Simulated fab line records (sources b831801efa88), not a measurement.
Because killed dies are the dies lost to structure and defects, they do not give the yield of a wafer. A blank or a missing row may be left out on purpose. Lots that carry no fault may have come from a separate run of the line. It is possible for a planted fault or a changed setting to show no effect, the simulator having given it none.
fab line records | flow sky130
record lots=5 wafers=14 lastDay=50
route steps=708 shown METAL4@627 VIA4@639 PAD_OPEN@708
lots with no fault: from the same line, run without faults
startH: hours from the record's opening day to when the first of the lot's shown wafers began | waitH: hours since the lot's step before | " unchanged from the row above | L1.1+2: one row covering several wafers at once | - value missing, or start not given | * or withheld: withheld | < > ~ a bound
route shown NAME@n: NAME is a module with steps in the file, n the number in the route of the first one | usual: the fault-free wafers' mean and standard deviation | same: alike in all rows | chamber/n: place in a boat | sites: per-site readings | _std_site: their standard deviation | _edge_site: mean of outer sites minus mean of inner sites | radiusMm: for every site, how far away it sits from the centre of the wafer | mask NAME#n: copy n | behind: the last tool/chamber to shape the wafer | hold: why the lot was held/for how many hours/how that ended | device: the transistor (n, p or np) that didn't switch | end of line: at the end of the route, the tests of the same wafers | a step without rows: its recipe alone | killed: the dies lost at the first sort to structure and to defects; this is not the yield of the wafer | map: per-die view of a wafer (x killed, . not killed, _ where there is no die)
set.NAME: the setting as run; set.NAME@STEP: as run at that earlier step | model.NAME: the simulator's own value behind a step, which no gauge read
lots seen at some steps along the route; tables by step, rows by wafer
services: the hour from which a tool's chamber was out of use, counted from the record's first day as startH (under 0 if before that day), plus the number of hours and why
## steps
# step SKY_METAL4_PEB_11
# recipe pebTempC=withheld pebTimeS=withheld resist=KrF-thick
# step SKY_METAL4_DEVELOP_12
# recipe developTimeS=60 resist=KrF-thick devTempC=21
# step SKY_METAL4_CD_MEAS_13
# recipe targetCdNm=300
# usual cdNm=299.9/1.6
# columns lot.wafer tool chamber startH waitH cdNm
L611.1 cdSem-01 - 989.73 - 301.8
L611.3 " - " " 301.8
L611.6 " - " " 300.7
L618.5 cdSem-01 - 1028.62 - 298.0
L618.6 " - " " 297.5
L631.1 cdSem-01 - 1111.56 - 294.9
L631.2 " - " " 295.9
L631.6 " - " " 294.9
L632.3 cdSem-02 - 1114.80 - 299.1
L632.5 " - " " 298.8
L632.6 " - " " 299.2
L633.1 cdSem-01 - 1120.38 - 300.9
L633.3 " - " " 302.0
L633.5 " - " " 300.9
# step SKY_METAL4_OVL_MEAS_14
# usual METAL4_OVL=5/5.1
# columns lot.wafer tool chamber startH waitH METAL4_OVL[nm]
L611.1 overlay-02 - 989.85 0.1 16
L611.3 " - " " 13
L611.6 " - " " 11
L618.5 overlay-01 - 1028.68 0.0 4
L618.6 " - " " -2
L631.1 overlay-02 - 1111.68 0.1 10
L631.2 " - " " 6
L631.6 " - " " 11
L632.3 overlay-02 - 1114.89 0.1 -1
L632.5 " - " " -1
L632.6 " - " " 0
L633.1 overlay-01 - 1120.50 0.1 5
L633.3 " - " " 12
L633.5 " - " " 1
# step SKY_METAL4_DESCUM_15
# recipe chemistry=O2 sourcePowerW=150 biasPowerW=0 pressureMtorr=10 tempC=40 timeS=8
# usual chamberPressureMTorr=10.000/0.0084 drypumpMotorCurrentA=5.7/0.47 oesProductAu=0.999/0.0097
# columns lot.wafer tool chamber startH waitH chamberPressureMTorr drypumpMotorCurrentA oesProductAu rfHoursCounterH
L611.1 rieMetal-02 0 989.88 0.0 9.995 6.0 0.994 2
L611.3 " 1 " " 9.988 6.3 1.003 -
L611.6 " 0 " " 10.008 6.0 0.996 -
L618.5 rieMetal-01 1 1028.72 0.0 10.012 5.7 0.988 -
L618.6 " 0 " " 9.998 4.9 1.004 -
L631.1 rieMetal-01 0 1111.71 0.0 9.992 4.9 1.008 24
L631.2 " 1 " " 9.986 5.8 0.993 22
L631.6 " 0 " " 10.002 4.9 1.011 -
L632.3 rieMetal-02 0 1114.93 0.0 10.000 6.0 0.998 -
L632.5 " 1 " " 10.007 6.3 0.995 -
L632.6 " 0 " " 10.003 6.0 1.006 -
L633.1 rieMetal-03 0 1120.53 0.0 10.003 5.3 0.988 19
L633.3 " 0 " " 9.992 5.3 0.996 -
L633.5 " 1 " " 9.998 5.8 0.987 -
# step SKY_METAL4_ETCH_16
# recipe chemistry=N2/H2 target=BARC ionEnergyEv=200 biasW=100 pressureMtorr=30 n2FlowSccm=100 h2FlowSccm=200 icpW=500 stopOn=SiO2 timeS=88.2 targetDepthA=600
# usual chamberPressureMTorr=30.00/0.031 drypumpMotorCurrentA=5.7/0.47 oesProductAu=0.626/0.0049 throttleValvePct=13.205/0.0091
# columns lot.wafer tool chamber startH waitH chamberPressureMTorr drypumpMotorCurrentA oesProductAu rfHoursCounterH throttleValvePct
L611.1 rieMetal-02 0 989.91 0.0 30.00 6.0 0.628 2 13.208
L611.3 " 1 " " 29.99 6.4 0.631 - 13.192
L611.6 " 0 " " 30.02 6.0 0.630 - 13.205
L618.5 rieMetal-01 1 1028.79 0.1 30.11 5.8 0.630 - 13.208
L618.6 " 0 " " 30.06 4.8 0.623 - 13.203
L631.1 rieMetal-01 0 1111.74 0.0 29.95 4.9 0.620 24 13.203
L631.2 " 1 " " 30.00 5.7 0.620 22 13.211
L631.6 " 0 " " 30.02 4.8 0.612 - 13.203
L632.3 rieMetal-02 0 1115.00 0.1 29.98 6.0 0.629 - 13.210
L632.5 " 1 " " 30.00 6.4 0.629 - 13.221
L632.6 " 0 " " 29.99 6.0 0.626 - 13.211
L633.1 rieMetal-03 0 1120.57 0.0 30.04 5.3 0.629 19 13.200
L633.3 " 0 " " 29.97 5.3 0.622 - 13.208
L633.5 " 1 " " 30.01 5.8 0.636 - 13.206
# step SKY_METAL4_ETCH_17
# recipe target=SiO2 stopOn=TiN chemistry=C4F8/O2/Ar sourceW=1500 biasW=1200 pressureMtorr=40 c4f8FlowSccm=withheld O2_flow_sccm=6 Ar_flow_sccm=300 timeS=3.9 targetDepthA=150
# usual chamberPressureMTorr=40.00/0.037 oesProductAu=0.758/0.0071
# columns lot.wafer tool chamber startH waitH chamberPressureMTorr oesProductAu rfHoursCounterH
L611.1 rieDiel-01 2 990.01 0.1 40.03 0.754 28
L611.3 " 3 " " 40.06 0.751 20
L611.6 " 2 " " 40.04 0.762 -
L618.5 rieDiel-01 2 1028.84 0.0 40.01 0.758 -
L618.6 " 1 " " 39.96 0.755 -
L631.1 rieDiel-01 0 1111.84 0.1 40.01 0.755 4
L631.2 " 2 " " 39.99 0.760 0
L631.6 " 2 " " 39.98 0.751 -
L632.3 rieDiel-01 1 1115.08 0.0 39.97 0.748 27
L632.5 " 0 " " 40.01 0.749 -
L632.6 " 1 " " 39.98 0.751 -
L633.1 rieDiel-04 3 1120.66 0.1 40.01 0.748 22
L633.3 " 2 " " 40.02 0.751 29
L633.5 " 3 " " 39.98 0.762 -
# step SKY_METAL4_METAL_ETCH_18
# recipe targetDepthA=8450 stopOn=SiO2 overEtchFrac=0.3 timeS=183.1 chemistry=Cl2/BCl3 resistSidewallDeg=88 pressureMtorr=10 icpW=900 biasW=48.5 Cl2_flow_sccm=60 bcl3FlowSccm=30
# usual chamberPressureMTorr=10.000/0.0096 drypumpMotorCurrentA=5.6/0.46 oesProductAu=0.867/0.0069 throttleValvePct=22.265/0.0094
# columns lot.wafer tool chamber startH waitH chamberPressureMTorr drypumpMotorCurrentA oesProductAu rfHoursCounterH throttleValvePct
L611.1 rieMetal-03 0 990.03 0.0 9.981 5.3 0.861 9 22.271
L611.3 " 0 " " 10.008 5.3 0.875 - 22.251
L611.6 " 1 " " 9.989 5.7 0.868 - 22.271
L618.5 rieMetal-02 1 1028.96 0.1 9.999 6.4 0.861 - 22.268
L618.6 " 0 " " 9.995 6.0 0.872 - 22.275
L631.1 rieMetal-03 0 1111.86 0.0 10.014 5.3 0.874 18 22.258
L631.2 " 1 " " 9.988 5.8 0.863 11 22.272
L631.6 " 0 " " 10.011 5.3 0.870 - 22.269
L632.3 rieMetal-01 0 1115.16 0.1 9.991 4.9 0.871 - 22.266
L632.5 " 0 " " 9.978 4.9 0.858 - 22.258
L632.6 " 1 " " 10.011 5.8 0.861 - 22.249
L633.1 rieMetal-02 1 1120.68 0.0 9.992 6.3 0.881 14 22.252
L633.3 " 0 " " 10.008 6.0 0.864 - 22.275
L633.5 " 0 " " 10.003 6.0 0.873 - 22.262
# step SKY_METAL4_STRIP_19
# recipe chemistry=O2/N2 powerW=1400 pressureMtorr=1500 platenTempC=withheld o2FlowSccm=3000 n2FlowSccm=300 overashFraction=0.5
# usual chamberPressureMTorr=1499.8/1.3 drypumpMotorCurrentA=5.62/0.27 oesProductAu=0.502/0.0059 stripTimeToEndpointS=6.55/0.079
# columns lot.wafer tool chamber startH waitH chamberPressureMTorr drypumpMotorCurrentA oesProductAu rfHoursCounterH stripTimeToEndpointS
L611.1 plasmaAsher-04 1 990.21 0.1 1499.5 5.85 0.497 88 6.43
L611.3 " 1 " " 1498.4 5.85 0.484 - 6.41
L611.6 " 1 " " 1499.1 5.85 0.504 - 6.53
L618.5 plasmaAsher-02 1 1029.09 0.1 1499.3 5.36 0.498 - 6.40
L618.6 " 0 " " 1500.7 6.07 0.503 - 6.52
L631.1 plasmaAsher-03 0 1112.04 0.1 1500.9 5.42 0.508 5 6.55
L631.2 " 1 " " 1502.6 5.23 0.503 5 6.64
L631.6 " 1 " " 1499.5 5.22 0.499 - 6.55
L632.3 plasmaAsher-03 1 1115.31 0.1 1499.2 5.21 0.500 - 6.56
L632.5 " 0 " " 1499.1 5.38 0.507 - 6.54
L632.6 " 1 " " 1500.8 5.20 0.500 - 6.60
L633.1 plasmaAsher-03 0 1120.92 0.2 1499.9 5.35 0.506 6 6.54
L633.3 " 0 " " 1499.3 5.40 0.501 - 6.53
L633.5 " 1 " " 1498.1 5.20 0.510 - 6.54
# step SKY_METAL4_STRIP_20
# recipe chemistry=postEtchResidueRemover timeS=1200 tempC=72.5
# step SKY_METAL4_CLEAN_21
# recipe chemistry=IPA timeS=180 tempC=25
# step SKY_METAL4_CLEAN_22
# recipe chemistry=O3/DIW dry=n2Spin
# step SKY_VIA4_HDPCVD_00
# recipe material=SiO2 targetThkNm=1750 sigmaOpenFrac=0.3 timeS=291.7 tempC=400 sih4FlowSccm=60 pressureMtorr=6
# usual runLengthS=319.7/0.75
# columns lot.wafer tool chamber startH waitH runLengthS model.SiO2_of_VIA4_HDPCVD_00.thkNm
L611.1 hdpcvd-01 1 990.80 0.0 318.4 1764
L611.3 " 0 " " 320.1 1743
L611.6 " 0 " " 319.6 1740
L618.5 hdpcvd-01 2 1029.71 0.1 320.4 1753
L618.6 " 0 " " 345.7 1925
L631.1 hdpcvd-01 2 1112.75 0.1 320.7 1760
L631.2 " 0 " " 320.0 1740
L631.6 " 0 " " 320.3 1745
L632.3 hdpcvd-01 2 1115.87 0.0 320.7 1754
L632.5 " 0 " " 319.7 1742
L632.6 " 1 " " 318.4 1749
L633.1 hdpcvd-01 0 1121.51 0.0 320.8 1744
L633.3 " 1 " " 318.6 1765
L633.5 " 0 " " 319.8 1765
# step SKY_VIA4_THK_MEAS_01
# recipe reads=SiO2_of_VIA4_HDPCVD_00
# usual VIA4_HDPCVD_THK=1757/15
# columns lot.wafer tool chamber startH waitH VIA4_HDPCVD_THK[nm]
L611.1 filmMetro-02 - 990.98 0.1 1763
L611.3 " - " " 1743
L611.6 " - " " 1741
L618.5 filmMetro-03 - 1029.84 0.0 1752
L618.6 " - " " 1925
L631.1 filmMetro-01 - 1112.93 0.1 1761
L631.2 " - " " 1741
L631.6 " - " " 1746
L632.3 filmMetro-01 - 1116.07 0.1 1753
L632.5 " - " " 1742
L632.6 " - " " 1749
L633.1 filmMetro-02 - 1121.69 0.1 1744
L633.3 " - " " 1764
L633.5 " - " " 1764
# step SKY_VIA4_CMP_02
# recipe material=SiO2 downForcePsi=4 platenRpm=60 padVelocityMS=0.94248
# step SKY_PAD_OPEN_PROBE_99
# usual defectLimitedYield=82.3/1.9 killed_at_M0_to_M3=44/6.9 killed_at_M4_up=3.3/2.1 killedAtContacts=24/4.8 killedAtFrontEnd=15/4.4 killedAtOther=0.2/0.48 killedDies=87/9.5 killedOpen=48/6.5 killedShort=39/6.3 sort_bin_3_pad_short=0.9/0.48 sort_bin_5_function=10.5/1.5 sort_bin_6_memory=6.3/1.1 sortNPass=405/9.5 sortYieldPct=82.3/1.9
# same grossDies=492 killedAtBackSide=0 sort_bin_4_leakage[%]=0 sort_bin_8_speed[%]=0
# columns lot.wafer tool chamber startH waitH defectLimitedYield[%] killed_at_M0_to_M3 killed_at_M4_up killedAtContacts killedAtFrontEnd killedAtOther killedDies killedOpen killedShort sort_bin_3_pad_short[%] sort_bin_5_function[%] sort_bin_6_memory[%] sortNPass sortYieldPct[%]
L631.1 prober-01 - 1189.06 0.1 81.5 40 8 23 20 0 91 49 42 0.6 9.8 8.1 401 81.5
L631.2 prober-01 - 1189.11 0.1 81.1 53 2 26 12 0 93 60 33 0.4 11.0 7.5 399 81.1
L631.6 prober-01 - 1189.31 0.2 82.3 35 2 32 18 0 87 53 33 0.2 11.0 6.5 405 82.3
# killed by level:class
L631.1 VIA1:geometricParticle:open=12 CONTACT:geometricParticle:open=8 LI_CONTACT:geometricParticle:open=6 VIA2:geometricParticle:open=6 METAL4:geometricParticle:short=6 POLY_GATE:geometricParticle:short=5 VIA1:geometricParticle:short=5 FIELD_ISO:geometricParticle:open=4
L631.2 VIA1:geometricParticle:open=21 CONTACT:geometricParticle:open=9 VIA3:geometricParticle:open=7 LI_CONTACT:geometricParticle:open=6 CONTACT:geometricParticle:short=6 POLY_GATE:geometricParticle:open=5 VIA1:geometricParticle:short=5 VIA2:geometricParticle:open=5
L631.6 LI_CONTACT:geometricParticle:open=13 CONTACT:geometricParticle:open=9 VIA1:geometricParticle:open=8 POLY_GATE:geometricParticle:open=7 VIA1:geometricParticle:short=5 VIA2:geometricParticle:open=5 LOCAL_INTERCONNECT:geometricParticle:short=4 VIA3:geometricParticle:open=4
## services
# columns tool chamber startH hours kind
rieDiel-04 0 974.19 5.4 repair
rieMetal-03 1 993.58 17.2 repair
rieDiel-01 1 995.48 9.3 repair
rieDiel-01 2 1015.28 5.0 repair
rieMetal-01 - 1045.68 0.2 repair
plasmaAsher-03 - 1055.25 9.0 pm
plasmaAsher-03 0 1055.25 9.0 ventCycle
plasmaAsher-03 1 1055.25 9.0 ventCycle
rieDiel-04 0 1058.53 6.8 repair
plasmaAsher-03 0 1064.25 - clean
plasmaAsher-03 1 1064.25 - clean
rieDiel-01 2 1071.31 - clean
rieDiel-01 2 1071.31 24.3 scheduledDown
rieDiel-01 2 1071.31 24.3 ventCycle
rieDiel-01 - 1083.40 28.1 pm
rieDiel-04 1 1097.60 3.7 repair
plasmaAsher-02 - 1098.79 30.3 repair
plasmaAsher-04 - 1120.74 14.6 pm
## key
firstSign step=SKY_VIA4_HDPCVD_00 reading=runLengthS direction=up sigmas=35 usual=* struck=*
effect step=SKY_VIA4_THK_MEAS_01 reading=VIA4_HDPCVD_THK direction=up sigmas=11 usual=1757 struck=1925
modelEffect step=SKY_VIA4_HDPCVD_00 value=SiO2_of_VIA4_HDPCVD_00.thkNm without=1769 struck=1925
metAt SKY_VIA4_HDPCVD_00
struckWafers L618.6
onsetBetween 990.80 1029.71
fault kind=processParameterDrift tool=hdpcvd-01 chamber=- onsetH=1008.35 steps=SKY_VIA4_HDPCVD_00 channel=timeS offset=* shape=step endH=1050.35 scope=struckWafersOnly actsIn=* stated=*
